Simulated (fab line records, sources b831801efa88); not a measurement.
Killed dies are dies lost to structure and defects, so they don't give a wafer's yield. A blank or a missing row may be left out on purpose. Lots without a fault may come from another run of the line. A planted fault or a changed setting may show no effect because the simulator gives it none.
fab line records | flow gf180mcu
record lots=5 wafers=15 last_day=33
route steps=602 shown VT_IMPLANT@116 MVSD@136 NWELL@137 LVPWELL@138 MVPSD@139 DUAL_GATE@141
lots that met no fault: from a run of the same line without faults
start_h: hours from the record's first day to the start of the lot's first wafer shown | wait_h: hours since the lot's step before | " the same as in the row above | L1.1+2: a row that stands for several wafers | - no value, or no start given | * or withheld: withheld | < > ~ a bound
route shown NAME@n: a module of which the file shows steps, and the number in the route of the first | usual: mean/standard deviation of fault-free wafers | same: alike in all rows | chamber/n: place in a boat | sites: the reading at each site | _std_site: their standard deviation | _edge_site: outer sites' mean less inner sites' | radius_mm: how far each site lies from the wafer's centre | mask NAME#n: copy n | behind: the tool/chamber that last shaped the wafer | hold: why the lot was held/for how many hours/how that ended | device: the transistor (n, p or np) that didn't switch | end of line: the same wafers' tests at the end of the route | a step without rows: its recipe alone | killed: dies lost to structure and defects at the first sort, not the wafer's yield | map: a wafer's dies, x killed, . not, _ none there
set.NAME: the setting as run; set.NAME@STEP: as run at that earlier step | model.NAME: the simulator's own value behind a step, which no gauge read
lots at some steps of the route; a table a step, a row a wafer
services: from which hour (start_h, from the record's first day; less than 0 if before it) a tool's chamber was out of use, for how many hours, and why
## steps
# step GF_VT_IMPLANT_EXPOSE_26
# recipe mask_id=LVPWELL_HV_AREA target_cd_nm=860 na=0.6 source_shape=conventional sigma_outer=0.6 dose_mj=140
# usual stage_vel_mm_s=500.01/0.24
# columns lot.wafer tool chamber start_h wait_h mask stage_vel_mm_s
L075.1 iline_stepper-01 0 - - LVPWELL_HV_AREA#0 500.05
L075.2 " 0 " " LVPWELL_HV_AREA#0 499.77
L075.5 " 0 " " LVPWELL_HV_AREA#0 499.79
L082.3 iline_stepper-02 0 - - LVPWELL_HV_AREA#0 499.70
L082.4 " 0 " " LVPWELL_HV_AREA#0 500.23
L082.5 " 0 " " LVPWELL_HV_AREA#0 500.26
L083.2 iline_stepper-02 0 - - LVPWELL_HV_AREA#0 499.85
L083.3 " 0 " " LVPWELL_HV_AREA#0 499.68
L083.4 " 0 " " LVPWELL_HV_AREA#0 499.56
L090.1 iline_stepper-01 0 - - LVPWELL_HV_AREA#0 500.26
L090.4 " 0 " " LVPWELL_HV_AREA#0 500.35
L090.5 " 0 " " LVPWELL_HV_AREA#0 500.07
L092.1 iline_stepper-02 0 - - LVPWELL_HV_AREA#0 499.82
L092.4 " 0 " " LVPWELL_HV_AREA#0 499.71
L092.5 " 0 " " LVPWELL_HV_AREA#0 499.63
# step GF_VT_IMPLANT_PEB_27
# recipe temp_c=withheld time_s=* resist=NOVOLAK
# same time_s=*
# columns lot.wafer tool chamber start_h wait_h
L075.1+2+5 litho_track-03 0 - -
L082.3+4+5 litho_track-02 0 - -
L083.2+3+4 litho_track-03 0 - -
L090.1+4+5 litho_track-04 0 - -
L092.1+4+5 litho_track-03 0 - -
# step GF_VT_IMPLANT_DEVELOP_28
# recipe develop_time_s=60 dev_temp_c=23
# same develop_time_s=60
# columns lot.wafer tool chamber start_h wait_h
L075.1+2+5 litho_track-03 0 149.93 0.1
L082.3+4+5 litho_track-02 0 192.98 0.1
L083.2+3+4 litho_track-03 0 200.90 0.1
L090.1+4+5 litho_track-04 0 245.26 0.1
L092.1+4+5 litho_track-03 0 257.08 0.1
# step GF_VT_IMPLANT_OVL_MEAS_29
# usual VT_IMPLANT_02_OVL=0.8/1.5
# columns lot.wafer tool chamber start_h wait_h VT_IMPLANT_02_OVL[nm]
L075.1 overlay-01 - 150.08 0.1 -1.2
L075.2 " - " " 0.0
L075.5 " - " " -1.3
L082.3 overlay-01 - 193.10 0.1 1.9
L082.4 " - " " 0.6
L082.5 " - " " 1.4
L083.2 overlay-02 - 201.04 0.1 -0.4
L083.3 " - " " 2.3
L083.4 " - " " 0.4
L090.1 overlay-01 - 245.41 0.1 -0.8
L090.4 " - " " 0.5
L090.5 " - " " -1.3
L092.1 overlay-01 - 257.23 0.1 3.2
L092.4 " - " " 1.3
L092.5 " - " " 0.0
# step GF_VT_IMPLANT_IMPLANT_30
# recipe species=B energy_kev=25 dose_cm2=2.534e+12 tilt_deg=7
# usual end_station_pressure_torr=5e-06/2.7e-07
# columns lot.wafer tool chamber start_h wait_h end_station_pressure_torr
L075.1 implanter-01 0 150.12 0.0 4.84e-06
L075.2 " 0 " " 5.19e-06
L075.5 " 0 " " 5.08e-06
L082.3 implanter-02 0 193.17 0.1 4.84e-06
L082.4 " 0 " " 5.05e-06
L082.5 " 0 " " 4.86e-06
L083.2 implanter-01 0 201.09 0.0 5.45e-06
L083.3 " 0 " " 4.81e-06
L083.4 " 0 " " 5.1e-06
L090.1 implanter-01 0 245.44 0.0 4.77e-06
L090.4 " 0 " " 4.89e-06
L090.5 " 0 " " 5.02e-06
L092.1 implanter-02 0 257.26 0.0 5.04e-06
L092.4 " 0 " " 4.73e-06
L092.5 " 0 " " 5.24e-06
# step GF_VT_IMPLANT_STRIP_31
# recipe chemistry=O2/N2 power_w=1400 pressure_mtorr=1500 platen_temp_c=250 o2_flow_sccm=3000 n2_flow_sccm=300 overash_fraction=0.5
# usual drypump_motor_current_A=5.6/0.42 heater_power_w=359/30 oes_product_au=0.716/0.0042 strip_time_to_endpoint_s=12.62/0.033
# columns lot.wafer tool chamber start_h wait_h drypump_motor_current_A heater_power_w oes_product_au rf_hours_counter_h strip_time_to_endpoint_s
L075.1 plasma_asher-04 1 150.27 0.1 5.8 361 0.710 49 12.62
L075.2 " 0 " " 4.9 339 0.714 49 12.65
L075.5 " 1 " " 5.8 353 0.713 - 12.62
L082.3 plasma_asher-01 0 193.30 0.1 5.8 314 0.719 - 12.66
L082.4 " 1 " " 5.6 377 0.721 - 12.62
L082.5 " 0 " " 5.8 311 0.715 - 12.64
L083.2 plasma_asher-03 0 201.22 0.1 6.2 342 0.716 9 12.61
L083.3 " 1 " " 6.0 410 0.716 - 12.59
L083.4 " 0 " " 6.2 336 0.718 - 12.57
L090.1 plasma_asher-03 0 245.59 0.1 6.2 339 0.721 14 12.58
L090.4 " 1 " " 5.9 409 0.709 - 12.59
L090.5 " 0 " " 6.2 338 0.722 - 12.60
L092.1 plasma_asher-03 1 257.41 0.1 5.9 416 0.712 15 12.62
L092.4 " 0 " " 6.2 331 0.713 - 12.56
L092.5 " 1 " " 5.9 414 0.715 - 12.57
# step GF_VT_IMPLANT_TW_MEAS_32
# usual VT_IMPLANT_3_TW=266/3.8
# columns lot.wafer tool chamber start_h wait_h VT_IMPLANT_3_TW
L075.1 film_metro-01 - 150.37 0.1 266
L075.2 " - " " 265
L075.5 " - " " 265
L082.3 film_metro-03 - 193.39 0.1 263
L082.4 " - " " 263
L082.5 " - " " 265
L083.2 film_metro-04 - 201.33 0.1 273
L083.3 " - " " 274
L083.4 " - " " 275
L090.1 film_metro-04 - 245.69 0.1 272
L090.4 " - " " 273
L090.5 " - " " 272
L092.1 film_metro-01 - 257.51 0.1 266
L092.4 " - " " 266
L092.5 " - " " 264
# step GF_VT_IMPLANT_DEHYDRATE_33
# recipe temp_c=200 time_s=60
# same time_s=60
# columns lot.wafer tool chamber start_h wait_h
L075.1+2+5 litho_track-04 0 157.61 7.2
L082.3+4+5 litho_track-04 0 201.46 8.1
L083.2+3+4 litho_track-04 0 209.18 7.8
L090.1+4+5 litho_track-02 0 254.68 9.0
L092.1+4+5 litho_track-04 0 265.91 8.4
# step GF_VT_IMPLANT_HMDS_34
# recipe prime_time_s=60 prime_temp_c=120
# columns lot.wafer tool chamber start_h wait_h
L075.1+2+5 litho_track-04 0 157.76 0.1
L082.3+4+5 litho_track-04 0 201.61 0.1
L083.2+3+4 litho_track-04 0 209.33 0.1
L090.1+4+5 litho_track-02 0 254.83 0.1
L092.1+4+5 litho_track-04 0 266.06 0.1
# step GF_VT_IMPLANT_COAT_35
# recipe resist=NOVOLAK spin_rpm=3000 resist_thk_nm=1000
# usual dispense_pressure_kPa=52.1/2.7
# columns lot.wafer tool chamber start_h wait_h dispense_pressure_kPa
L075.1 litho_track-04 0 157.91 0.1 54.7
L075.2 " 0 " " 54.7
L075.5 " 0 " " 54.7
L082.3 litho_track-04 0 201.76 0.1 54.7
L082.4 " 0 " " 54.7
L082.5 " 0 " " 54.7
L083.2 litho_track-04 0 209.48 0.1 54.7
L083.3 " 0 " " 54.7
L083.4 " 0 " " 54.7
L090.1 litho_track-02 0 254.98 0.1 48.7
L090.4 " 0 " " 48.7
L090.5 " 0 " " 48.7
L092.1 litho_track-04 0 266.21 0.1 54.7
L092.4 " 0 " " 54.8
L092.5 " 0 " " 54.7
# step GF_VT_IMPLANT_SOFTBAKE_36
# recipe temp_c=90 time_s=60 resist=NOVOLAK
# same time_s=60
# columns lot.wafer tool chamber start_h wait_h
L075.1+2+5 litho_track-04 0 158.06 0.1
L082.3+4+5 litho_track-04 0 201.91 0.1
L083.2+3+4 litho_track-04 0 209.63 0.1
L090.1+4+5 litho_track-02 0 255.13 0.1
L092.1+4+5 litho_track-04 0 266.36 0.1
# step GF_VT_IMPLANT_EXPOSE_37
# recipe mask_id=Nwell_HV_AREA target_cd_nm=860 na=0.6 source_shape=conventional sigma_outer=0.6 dose_mj=140
# usual stage_vel_mm_s=500.02/0.25
# columns lot.wafer tool chamber start_h wait_h mask stage_vel_mm_s
L075.1 iline_stepper-02 0 - - Nwell_HV_AREA#0 500.46
L075.2 " 0 " " Nwell_HV_AREA#0 500.30
L075.5 " 0 " " Nwell_HV_AREA#0 500.37
L082.3 iline_stepper-02 0 - - Nwell_HV_AREA#0 500.43
L082.4 " 0 " " Nwell_HV_AREA#0 500.42
L082.5 " 0 " " Nwell_HV_AREA#0 500.07
L083.2 iline_stepper-02 0 - - Nwell_HV_AREA#0 500.04
L083.3 " 0 " " Nwell_HV_AREA#0 499.84
L083.4 " 0 " " Nwell_HV_AREA#0 499.74
L090.1 iline_stepper-01 0 - - Nwell_HV_AREA#0 499.96
L090.4 " 0 " " Nwell_HV_AREA#0 499.68
L090.5 " 0 " " Nwell_HV_AREA#0 499.61
L092.1 iline_stepper-02 0 - - Nwell_HV_AREA#0 499.78
L092.4 " 0 " " Nwell_HV_AREA#0 499.66
L092.5 " 0 " " Nwell_HV_AREA#0 500.05
# step GF_VT_IMPLANT_PEB_38
# recipe temp_c=withheld time_s=* resist=NOVOLAK
# same time_s=*
# columns lot.wafer tool chamber start_h wait_h
L075.1+2+5 litho_track-04 0 - -
L082.3+4+5 litho_track-04 0 - -
L083.2+3+4 litho_track-03 0 - -
L090.1+4+5 litho_track-03 0 - -
L092.1+4+5 litho_track-04 0 - -
# step GF_VT_IMPLANT_DEVELOP_39
# recipe develop_time_s=60 dev_temp_c=23
# same develop_time_s=60
# columns lot.wafer tool chamber start_h wait_h
L075.1+2+5 litho_track-04 0 165.31 0.1
L082.3+4+5 litho_track-04 0 210.26 0.1
L083.2+3+4 litho_track-03 0 218.60 0.1
L090.1+4+5 litho_track-03 0 264.58 0.1
L092.1+4+5 litho_track-04 0 276.26 0.1
# step GF_VT_IMPLANT_OVL_MEAS_40
# usual VT_IMPLANT_03_OVL=0.6/1.4
# columns lot.wafer tool chamber start_h wait_h VT_IMPLANT_03_OVL[nm]
L075.1 overlay-01 - 165.46 0.1 0.9
L075.2 " - " " -0.9
L075.5 " - " " -0.1
L082.3 overlay-01 - 210.37 0.1 -0.3
L082.4 " - " " -1.0
L082.5 " - " " 0.4
L083.2 overlay-01 - 218.74 0.1 -0.8
L083.3 " - " " -1.7
L083.4 " - " " 1.4
L090.1 overlay-02 - 264.73 0.1 3.1
L090.4 " - " " 4.1
L090.5 " - " " 2.9
L092.1 overlay-01 - 276.41 0.1 1.7
L092.4 " - " " 1.4
L092.5 " - " " -1.8
# step GF_VT_IMPLANT_IMPLANT_41
# recipe species=As energy_kev=70 dose_cm2=1.013e+12 tilt_deg=7
# usual end_station_pressure_torr=5.05e-06/2.6e-07
# columns lot.wafer tool chamber start_h wait_h end_station_pressure_torr
L075.1 implanter-01 0 165.49 0.0 5.02e-06
L075.2 " 0 " " 4.47e-06
L075.5 " 0 " " 5.08e-06
L082.3 implanter-02 0 210.44 0.1 5.2e-06
L082.4 " 0 " " 5.33e-06
L082.5 " 0 " " 5.07e-06
L083.2 implanter-01 0 218.79 0.0 5.27e-06
L083.3 " 0 " " 5.12e-06
L083.4 " 0 " " 5.3e-06
L090.1 implanter-02 0 264.76 0.0 5.35e-06
L090.4 " 0 " " 4.67e-06
L090.5 " 0 " " 5.07e-06
L092.1 implanter-04 0 276.44 0.0 5.02e-06
L092.4 " 0 " " 5.74e-06
L092.5 " 0 " " 5.01e-06
# step GF_VT_IMPLANT_STRIP_42
# recipe chemistry=O2/N2 power_w=1400 pressure_mtorr=1500 platen_temp_c=250 o2_flow_sccm=3000 n2_flow_sccm=300 overash_fraction=0.5
# usual drypump_motor_current_A=5.6/0.4 heater_power_w=358/32 oes_product_au=0.716/0.0048 strip_time_to_endpoint_s=12.61/0.031
# columns lot.wafer tool chamber start_h wait_h drypump_motor_current_A heater_power_w oes_product_au rf_hours_counter_h strip_time_to_endpoint_s
L075.1 plasma_asher-04 1 165.64 0.1 5.8 372 0.712 51 12.60
L075.2 " 0 " " 4.9 356 0.722 51 12.57
L075.5 " 1 " " 5.8 358 0.717 - 12.59
L082.3 plasma_asher-01 1 210.58 0.1 5.6 390 0.714 - 12.56
L082.4 " 0 " " 5.8 309 0.716 - 12.58
L082.5 " 1 " " 5.6 383 0.721 - 12.57
L083.2 plasma_asher-04 1 218.92 0.1 5.8 358 0.716 56 12.61
L083.3 " 0 " " 4.9 341 0.709 - 12.57
L083.4 " 1 " " 5.8 370 0.715 - 12.61
L090.1 plasma_asher-04 0 264.91 0.1 4.9 336 0.718 62 12.65
L090.4 " 0 " " 4.9 352 0.716 - 12.65
L090.5 " 1 " " 5.8 376 0.712 - 12.64
L092.1 plasma_asher-04 1 276.59 0.1 5.8 354 0.722 63 12.62
L092.4 " 1 " " 5.8 362 0.713 - 12.59
L092.5 " 0 " " 4.9 347 0.712 - 12.62
# step GF_VT_IMPLANT_TW_MEAS_43
# usual VT_IMPLANT_4_TW=689/12
# columns lot.wafer tool chamber start_h wait_h VT_IMPLANT_4_TW
L075.1 film_metro-01 - 165.74 0.1 686
L075.2 " - " " 682
L075.5 " - " " 680
L082.3 film_metro-04 - 210.66 0.1 705
L082.4 " - " " 702
L082.5 " - " " 702
L083.2 film_metro-04 - 219.03 0.1 704
L083.3 " - " " 703
L083.4 " - " " 701
L090.1 film_metro-04 - 265.01 0.1 697
L090.4 " - " " 702
L090.5 " - " " 704
L092.1 film_metro-04 - 276.69 0.1 702
L092.4 " - " " 700
L092.5 " - " " 699
# step GF_VT_IMPLANT_CLEAN_44
# recipe chemistry=SC1/SC2 mix=1:4:20 temp_c=70 time_s=150 dry=n2_spin
# usual bath_heat_duty_pct=13.6/1.4 temp_c=69.99/0.12
# same time_s=150
# columns lot.wafer tool chamber start_h wait_h bath_heat_duty_pct temp_c
L075.1 wet_bench-02 1 165.80 0.1 14.1 69.96
L075.2 " 1 " " 14.0 69.90
L075.5 " 1 " " 14.7 69.81
L082.3 wet_bench-01 3 210.70 0.0 11.8 69.91
L082.4 " 3 " " 11.4 70.00
L082.5 " 3 " " 12.5 69.85
L083.2 wet_bench-02 3 219.08 0.0 13.6 69.83
L083.3 " 3 " " 14.4 69.79
L083.4 " 3 " " 14.0 69.92
L090.1 wet_bench-01 1 265.10 0.1 14.0 70.05
L090.4 " 1 " " 14.3 70.11
L090.5 " 1 " " 14.1 70.02
L092.1 wet_bench-02 0 276.75 0.1 12.2 69.97
L092.4 " 0 " " 12.3 69.87
L092.5 " 0 " " 14.3 69.87
# step GF_VT_IMPLANT_RTA_45
# recipe temp_c=1050 time_s=30 ambient=N2
# usual lamp_power_pct=38.9/1.1 wafer_temp_C_max=1055.7/1.2
# same time_s=30
# columns lot.wafer tool chamber start_h wait_h lamp_power_pct wafer_temp_C_max
L075.1 rtp_anneal-02 0 165.85 0.0 38.1 1054.1
L075.2 " 0 " " 38.1 1057.2
L075.5 " 0 " " 38.1 1054.8
L082.3 rtp_anneal-02 0 210.79 0.0 38.1 1055.2
L082.4 " 0 " " 38.1 1056.3
L082.5 " 0 " " 38.1 1056.1
L083.2 rtp_anneal-02 0 219.14 0.0 38.1 1055.8
L083.3 " 0 " " 38.1 1055.0
L083.4 " 0 " " 38.0 1054.7
L090.1 rtp_anneal-01 0 265.15 0.0 40.2 1055.2
L090.4 " 0 " " 40.2 1056.4
L090.5 " 0 " " 40.2 1058.2
L092.1 rtp_anneal-02 0 276.80 0.0 38.1 1055.1
L092.4 " 0 " " 38.1 1057.1
L092.5 " 0 " " 38.1 1054.6
# step GF_VT_IMPLANT_RS_MEAS_46
# recipe thk_meas_gauge=four-point-probe
# usual MVSD_RS=457.0/1.2
# columns lot.wafer tool chamber start_h wait_h MVSD_RS[ohm/sq]
L075.1 film_metro-04 - 165.95 0.1 457.9
L075.2 " - " " 458.9
L075.5 " - " " 456.8
L082.3 film_metro-02 - 210.90 0.1 455.7
L082.4 " - " " 455.1
L082.5 " - " " 456.4
L083.2 film_metro-04 - 219.25 0.1 458.4
L083.3 " - " " 458.4
L083.4 " - " " 457.0
L090.1 film_metro-03 - 265.25 0.1 458.0
L090.4 " - " " 457.7
L090.5 " - " " 456.7
L092.1 film_metro-04 - 276.90 0.1 459.0
L092.4 " - " " 458.7
L092.5 " - " " 458.7
# step GF_VT_IMPLANT_RS_MEAS_47
# recipe thk_meas_gauge=four-point-probe
# usual NWELL_RS=487.8/1.2
# columns lot.wafer tool chamber start_h wait_h NWELL_RS[ohm/sq]
L075.1 film_metro-04 - 166.07 0.1 486.2
L075.2 " - " " 489.3
L075.5 " - " " 488.6
L082.3 film_metro-02 - 211.02 0.1 486.4
L082.4 " - " " 487.3
L082.5 " - " " 487.8
L083.2 film_metro-04 - 219.37 0.1 488.3
L083.3 " - " " 487.7
L083.4 " - " " 488.7
L090.1 film_metro-03 - 265.37 0.1 488.7
L090.4 " - " " 488.0
L090.5 " - " " 487.5
L092.1 film_metro-04 - 277.02 0.1 486.6
L092.4 " - " " 487.5
L092.5 " - " " 487.7
# step GF_VT_IMPLANT_RS_MEAS_48
# recipe thk_meas_gauge=four-point-probe
# usual LVPWELL_RS=1197/3.6
# columns lot.wafer tool chamber start_h wait_h LVPWELL_RS[ohm/sq]
L075.1 film_metro-04 - 166.19 0.1 1200
L075.2 " - " " 1199
L075.5 " - " " 1201
L082.3 film_metro-02 - 211.14 0.1 1198
L082.4 " - " " 1199
L082.5 " - " " 1199
L083.2 film_metro-04 - 219.49 0.1 1196
L083.3 " - " " 1194
L083.4 " - " " 1202
L090.1 film_metro-03 - 265.49 0.1 1199
L090.4 " - " " 1197
L090.5 " - " " 1198
L092.1 film_metro-04 - 277.14 0.1 1203
L092.4 " - " " 1199
L092.5 " - " " 1203
# step GF_VT_IMPLANT_RS_MEAS_49
# recipe thk_meas_gauge=four-point-probe
# usual MVPSD_RS=1169.0/2.7
# columns lot.wafer tool chamber start_h wait_h MVPSD_RS[ohm/sq]
L075.1 film_metro-04 - 166.31 0.1 1174.3
L075.2 " - " " 1170.4
L075.5 " - " " 1173.0
L082.3 film_metro-02 - 211.26 0.1 1165.9
L082.4 " - " " 1167.2
L082.5 " - " " 1167.0
L083.2 film_metro-04 - 219.61 0.1 1169.8
L083.3 " - " " 1168.6
L083.4 " - " " 1167.0
L090.1 film_metro-03 - 265.61 0.1 1169.8
L090.4 " - " " 1173.8
L090.5 " - " " 1169.7
L092.1 film_metro-04 - 277.26 0.1 1171.6
L092.4 " - " " 1171.7
L092.5 " - " " 1168.3
# step GF_VT_IMPLANT_WET_ETCH_50
# recipe chemistry=dHF target_depth_nm=20 target=SiO2 temp_c=25 dilution=100:1 time_s=400
# usual bath_heat_duty_pct=6.4/0.7 temp_c=25.00/0.11
# same time_s=400
# columns lot.wafer tool chamber start_h wait_h bath_heat_duty_pct temp_c
L075.1 wet_bench-04 3 166.43 0.1 5.6 25.27
L075.2 " 3 " " 5.5 25.14
L075.5 " 3 " " 6.6 25.22
L082.3 wet_bench-04 1 211.34 0.1 6.7 25.00
L082.4 " 1 " " 7.1 24.92
L082.5 " 1 " " 5.7 25.05
L083.2 wet_bench-02 0 219.71 0.1 6.0 25.04
L083.3 " 0 " " 5.4 24.96
L083.4 " 0 " " 6.9 24.88
L090.1 wet_bench-04 2 265.73 0.1 6.6 25.08
L090.4 " 2 " " 5.9 24.95
L090.5 " 2 " " 6.7 24.94
L092.1 wet_bench-01 0 277.38 0.1 7.6 24.99
L092.4 " 0 " " 7.2 24.98
L092.5 " 0 " " 7.5 25.11
# step GF_DUAL_GATE_CLEAN_00
# recipe chemistry=SC1/SC2 mix=1:4:20 temp_c=70 time_s=150
# usual bath_heat_duty_pct=13.5/1.4 temp_c=70.02/0.12
# same time_s=150
# columns lot.wafer tool chamber start_h wait_h bath_heat_duty_pct temp_c
L075.1 wet_bench-01 1 166.56 0.0 15.6 69.91
L075.2 " 1 " " 14.5 69.72
L075.5 " 1 " " 14.8 69.95
L082.3 wet_bench-01 0 211.47 0.0 16.5 70.27
L082.4 " 0 " " 16.1 70.20
L082.5 " 0 " " 16.5 70.19
L083.2 wet_bench-04 3 219.83 0.0 12.2 70.15
L083.3 " 3 " " 12.9 70.01
L083.4 " 3 " " 11.7 69.99
L090.1 wet_bench-02 2 265.85 0.0 11.8 70.20
L090.4 " 2 " " 12.4 69.88
L090.5 " 2 " " 12.0 69.78
L092.1 wet_bench-02 1 277.50 0.0 14.0 70.15
L092.4 " 1 " " 14.3 69.92
L092.5 " 1 " " 13.3 70.07
# step GF_DUAL_GATE_CLEAN_01
# recipe chemistry=dHF time_s=20 dilution=100:1 dry=ipa_marangoni
# same time_s=20
# columns lot.wafer tool chamber start_h wait_h
L075.1+2+5 wet_bench-02 3 166.61 0.0
L082.3+4+5 wet_bench-02 1 211.52 0.0
L083.2+3+4 wet_bench-01 0 219.88 0.0
L090.1+4+5 wet_bench-01 1 265.90 0.0
L092.1+4+5 wet_bench-01 3 277.55 0.0
# step GF_DUAL_GATE_OXIDATION_02
# recipe temp_c=900 ambient=O2 stabilise_s=600 purge_s=300 target_thk_a=108.87 ox_time_s=1602
# columns lot.wafer tool chamber start_h wait_h
L075.1+2+5 furnace-02 0 166.87 0.2
L082.3+4+5 furnace-02 0 211.54 0.0
L083.2+3+4 furnace-02 0 219.89 0.0
L090.1+4+5 furnace-01 0 267.27 1.4
L092.1+4+5 furnace-01 0 277.57 0.0
# step GF_DUAL_GATE_THK_MEAS_03
# recipe reads=SiO2_of_DUAL_GATE_OXIDATION_02
# usual DUAL_GATE_OXIDATION_00_THK=10.99/0.21
# columns lot.wafer tool chamber start_h wait_h DUAL_GATE_OXIDATION_00_THK[nm]
L075.1 film_metro-01 - 168.32 0.0 10.86
L075.2 " - " " 11.04
L075.5 " - " " 10.91
L082.3 film_metro-01 - 213.00 0.0 11.08
L082.4 " - " " 10.98
L082.5 " - " " 10.74
L083.2 film_metro-02 - 221.35 0.0 10.99
L083.3 " - " " 10.96
L083.4 " - " " 10.90
L090.1 film_metro-02 - 268.71 0.0 11.18
L090.4 " - " " 11.02
L090.5 " - " " 11.27
L092.1 film_metro-02 - 279.01 0.0 10.90
L092.4 " - " " 11.07
L092.5 " - " " 11.07
# step GF_DUAL_GATE_DEHYDRATE_04
# recipe temp_c=200 time_s=60
# same time_s=60
# columns lot.wafer tool chamber start_h wait_h
L075.1+2+5 litho_track-04 0 175.86 7.5
L082.3+4+5 litho_track-01 0 221.14 8.1
L083.2+3+4 litho_track-04 0 230.03 8.7
L090.1+4+5 litho_track-01 0 278.04 9.3
L092.1+4+5 litho_track-04 0 288.11 9.1
# step GF_DUAL_GATE_HMDS_05
# recipe prime_time_s=60 prime_temp_c=120
# columns lot.wafer tool chamber start_h wait_h
L075.1+2+5 litho_track-04 0 176.01 0.1
L082.3+4+5 litho_track-01 0 221.29 0.1
L083.2+3+4 litho_track-04 0 230.18 0.1
L090.1+4+5 litho_track-01 0 278.19 0.1
L092.1+4+5 litho_track-04 0 288.26 0.1
# step GF_DUAL_GATE_COAT_06
# recipe resist=NOVOLAK spin_rpm=3000 resist_thk_nm=1000
# usual dispense_pressure_kPa=53.0/2.5
# columns lot.wafer tool chamber start_h wait_h dispense_pressure_kPa
L075.1 litho_track-04 0 176.16 0.1 54.7
L075.2 " 0 " " 54.7
L075.5 " 0 " " 54.7
L082.3 litho_track-01 0 221.44 0.1 54.2
L082.4 " 0 " " 54.2
L082.5 " 0 " " 54.2
L083.2 litho_track-04 0 230.33 0.1 54.8
L083.3 " 0 " " 54.7
L083.4 " 0 " " 54.7
L090.1 litho_track-01 0 278.34 0.1 54.2
L090.4 " 0 " " 54.2
L090.5 " 0 " " 54.2
L092.1 litho_track-04 0 288.41 0.1 54.7
L092.4 " 0 " " 54.7
L092.5 " 0 " " 54.7
# step GF_DUAL_GATE_SOFTBAKE_07
# recipe temp_c=90 time_s=60 resist=NOVOLAK
# same time_s=60
# columns lot.wafer tool chamber start_h wait_h
L075.1+2+5 litho_track-04 0 176.31 0.1
L082.3+4+5 litho_track-01 0 221.59 0.1
L083.2+3+4 litho_track-04 0 230.48 0.1
L090.1+4+5 litho_track-01 0 278.49 0.1
L092.1+4+5 litho_track-04 0 288.56 0.1
# step GF_DUAL_GATE_EXPOSE_08
# recipe mask_id=Dualgate target_cd_nm=700 na=0.6 source_shape=conventional sigma_outer=0.6 dose_mj=140
# usual stage_vel_mm_s=499.98/0.26
# columns lot.wafer tool chamber start_h wait_h mask stage_vel_mm_s
L075.1 iline_stepper-01 0 - - Dualgate#0 500.13
L075.2 " 0 " " Dualgate#0 500.36
L075.5 " 0 " " Dualgate#0 500.36
L082.3 iline_stepper-01 0 - - Dualgate#0 499.76
L082.4 " 0 " " Dualgate#0 499.99
L082.5 " 0 " " Dualgate#0 499.79
L083.2 iline_stepper-01 0 - - Dualgate#0 500.54
L083.3 " 0 " " Dualgate#0 500.06
L083.4 " 0 " " Dualgate#0 500.19
L090.1 iline_stepper-01 0 - - Dualgate#0 500.07
L090.4 " 0 " " Dualgate#0 499.97
L090.5 " 0 " " Dualgate#0 500.04
L092.1 iline_stepper-01 0 - - Dualgate#0 499.71
L092.4 " 0 " " Dualgate#0 499.50
L092.5 " 0 " " Dualgate#0 500.05
# step GF_DUAL_GATE_PEB_09
# recipe temp_c=withheld time_s=* resist=NOVOLAK
# same time_s=*
# columns lot.wafer tool chamber start_h wait_h
L075.1+2+5 litho_track-02 0 - -
L082.3+4+5 litho_track-01 0 - -
L083.2+3+4 litho_track-04 0 - -
L090.1+4+5 litho_track-02 0 - -
L092.1+4+5 litho_track-04 0 - -
# step GF_DUAL_GATE_DEVELOP_10
# recipe develop_time_s=60 dev_temp_c=23
# same develop_time_s=60
# columns lot.wafer tool chamber start_h wait_h
L075.1+2+5 litho_track-02 0 184.48 0.1
L082.3+4+5 litho_track-01 0 230.59 0.1
L083.2+3+4 litho_track-04 0 239.28 0.1
L090.1+4+5 litho_track-02 0 287.78 0.1
L092.1+4+5 litho_track-04 0 298.46 0.1
# step GF_DUAL_GATE_OVL_MEAS_11
# usual DUAL_GATE_OVL=0.0/1.7
# columns lot.wafer tool chamber start_h wait_h DUAL_GATE_OVL[nm]
L075.1 overlay-02 - 184.63 0.1 -1.4
L075.2 " - " " 1.8
L075.5 " - " " -0.2
L082.3 overlay-01 - 230.70 0.1 3.5
L082.4 " - " " 1.3
L082.5 " - " " 1.4
L083.2 overlay-02 - 239.41 0.1 0.6
L083.3 " - " " 2.3
L083.4 " - " " 2.1
L090.1 overlay-01 - 287.93 0.1 -0.1
L090.4 " - " " -0.2
L090.5 " - " " 0.1
L092.1 overlay-01 - 298.61 0.1 0.5
L092.4 " - " " 1.6
L092.5 " - " " -0.1
# step GF_DUAL_GATE_WET_ETCH_12
# recipe chemistry=dHF target_depth_nm=13 dry=n2_spin target=SiO2 temp_c=25 dilution=100:1 time_s=260
# usual bath_heat_duty_pct=6.2/0.72 temp_c=25.02/0.097
# same time_s=260
# columns lot.wafer tool chamber start_h wait_h bath_heat_duty_pct temp_c
L075.1 wet_bench-04 3 184.67 0.0 4.8 25.29
L075.2 " 3 " " 5.0 25.07
L075.5 " 3 " " 5.7 25.12
L082.3 wet_bench-01 2 230.73 0.0 6.5 24.99
L082.4 " 2 " " 6.1 24.97
L082.5 " 2 " " 6.4 24.98
L083.2 wet_bench-02 2 239.44 0.0 4.4 24.98
L083.3 " 2 " " 5.7 24.96
L083.4 " 2 " " 5.8 25.10
L090.1 wet_bench-01 1 287.97 0.0 7.4 24.96
L090.4 " 1 " " 7.6 25.06
L090.5 " 1 " " 7.7 25.15
L092.1 wet_bench-02 2 298.64 0.0 6.0 24.94
L092.4 " 2 " " 5.0 25.06
L092.5 " 2 " " 5.3 24.99
## services
# columns tool chamber start_h hours kind
furnace-02 - 119.99 2.8 pm
implanter-01 - 134.54 3.4 repair
iline_stepper-02 - 149.24 1.6 repair
implanter-02 - 150.70 3.6 repair
plasma_asher-01 - 166.64 2.8 pm
plasma_asher-01 - 179.15 2.4 repair
implanter-01 - 181.90 15.5 repair
plasma_asher-01 - 183.25 3.4 repair
iline_stepper-01 - 183.86 10.9 repair
furnace-01 - 188.42 3.5 pm
iline_stepper-02 - 197.47 3.1 repair
iline_stepper-01 - 200.97 2.1 pm
plasma_asher-03 - 207.77 3.9 repair
implanter-01 - 207.95 4.8 pm
rtp_anneal-02 - 221.20 8.3 pm
plasma_asher-04 - 228.93 0.8 repair
plasma_asher-03 - 238.64 0.9 repair
iline_stepper-01 - 248.79 1.7 pm
plasma_asher-03 - 265.86 1.6 repair
implanter-02 - 267.27 3.6 pm
furnace-02 - 277.35 3.5 pm
furnace-02 - 288.75 4.3 pm
implanter-02 - 289.22 4.6 repair
wet_bench-02 - 294.84 1.3 repair
## key
fault none
